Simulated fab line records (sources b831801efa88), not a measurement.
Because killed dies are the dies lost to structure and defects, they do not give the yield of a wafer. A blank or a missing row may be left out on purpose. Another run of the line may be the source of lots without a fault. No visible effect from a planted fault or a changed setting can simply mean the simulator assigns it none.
Which tool did it? :: flow sky130 :: 33 wafers from 11 lots sampled at 2 of the route's 708 steps

== WHAT THE GAUGES READ, wafer by wafer ==
SKY_SONOS_TUNNEL_CD_MEAS_07 targets a cd of 410 nm. Usual: cd_nm reads 410 nm (standard deviation 3.1).
lot: L433
measured: day 11 06:30
on: cd_sem-01
cd_nm (nm): 414 412 412
flag: 

lot: L434
measured: day 11 11:39
on: cd_sem-02
cd_nm (nm): 406 407 409
flag: 

lot: L435
measured: day 11 23:43
on: cd_sem-01
cd_nm (nm): 405 403 403
flag: 

lot: L436
measured: day 12 06:36
on: cd_sem-02
cd_nm (nm): 411 411 412
flag: 

lot: L437
measured: day 12 17:31
on: cd_sem-01
cd_nm (nm): 412 411 410
flag: 

lot: L445
measured: day 15 13:16
on: cd_sem-02
cd_nm (nm): 408 408 408
flag: 

lot: L452
measured: day 17 18:15
on: cd_sem-01
cd_nm (nm): 409 410 411
flag: 

lot: L453
measured: day 18 01:11
on: cd_sem-01
cd_nm (nm): 411 408 410
flag: 

lot: L454
measured: day 18 11:55
on: cd_sem-02
cd_nm (nm): 410 411 411
flag: 

lot: L455
measured: day 18 19:02
on: cd_sem-02
cd_nm (nm): 412 412 414
flag: 

lot: L456
measured: day 19 02:01
on: cd_sem-02
cd_nm (nm): 405 405 405
flag: 

SKY_SONOS_ONO_THK_MEAS_01. Usual: SONOS_ONO_OXIDATION_THK 2.59 nm, standard deviation 0.049.
lot: L433
measured: day 11 09:36
on: film_metro-04
SONOS_ONO_OXIDATION_THK (nm): 2.60 2.61 2.59
flag: 

lot: L434
measured: day 11 18:55
on: film_metro-04
SONOS_ONO_OXIDATION_THK (nm): 2.53 2.61 2.64
flag: 

lot: L435
measured: day 12 03:46
on: film_metro-03
SONOS_ONO_OXIDATION_THK (nm): 2.45 2.49 2.54
flag: 

lot: L436
measured: day 12 10:15
on: film_metro-02
SONOS_ONO_OXIDATION_THK (nm): 2.58 2.56 2.56
flag: 

lot: L437
measured: day 12 19:29
on: film_metro-02
SONOS_ONO_OXIDATION_THK (nm): 2.57 2.63 2.60
flag: 

lot: L445
measured: day 15 15:17
on: film_metro-04
SONOS_ONO_OXIDATION_THK (nm): 2.64 2.61 2.67
flag: 

lot: L452
measured: day 17 21:37
on: film_metro-04
SONOS_ONO_OXIDATION_THK (nm): 2.61 2.60 2.64
flag: 

lot: L453
measured: day 18 03:11
on: film_metro-03
SONOS_ONO_OXIDATION_THK (nm): 2.59 2.50 2.54
flag: 

lot: L454
measured: day 18 15:14
on: film_metro-02
SONOS_ONO_OXIDATION_THK (nm): 2.62 2.65 2.63
flag: 

lot: L455
measured: day 18 21:47
on: film_metro-04
SONOS_ONO_OXIDATION_THK (nm): 2.61 2.64 2.60
flag: 

lot: L456
measured: day 19 04:00
on: film_metro-04
SONOS_ONO_OXIDATION_THK (nm): 2.60 2.68 2.60
flag: 

== WHICH TOOL RAN EACH LOT (tool, then ch and the chambers of the sampled wafers, then the start) ==
There is no process step in the record ahead of these readings.

== WHAT THE TOOLS THEMSELVES READ (means of the sampled wafers that have a number; where no wafer has one, the mark that the record gives instead) ==
The record holds no such reading with a usual standard deviation.

== THE ANSWER, worked out from the rows above alone ==
Rule: lot off if the mean of its wafers having a number is beyond 3 standard deviations from the usual mean. Also off: a lot with no number at a reading for which 4 or more lots have one. The other lots that the step has rows for count as sound. After the gauges, taken in route order, come the tools' own readings; for these a lot's mean is taken, as printed above. The first step at which some lot is off is used, and at that step the reading that is off furthest; a lot without a number counts as furthest.
Nothing can be told from this: no lot is off at any reading shown.

== WHAT THE SIMULATOR HAD PUT IN ==
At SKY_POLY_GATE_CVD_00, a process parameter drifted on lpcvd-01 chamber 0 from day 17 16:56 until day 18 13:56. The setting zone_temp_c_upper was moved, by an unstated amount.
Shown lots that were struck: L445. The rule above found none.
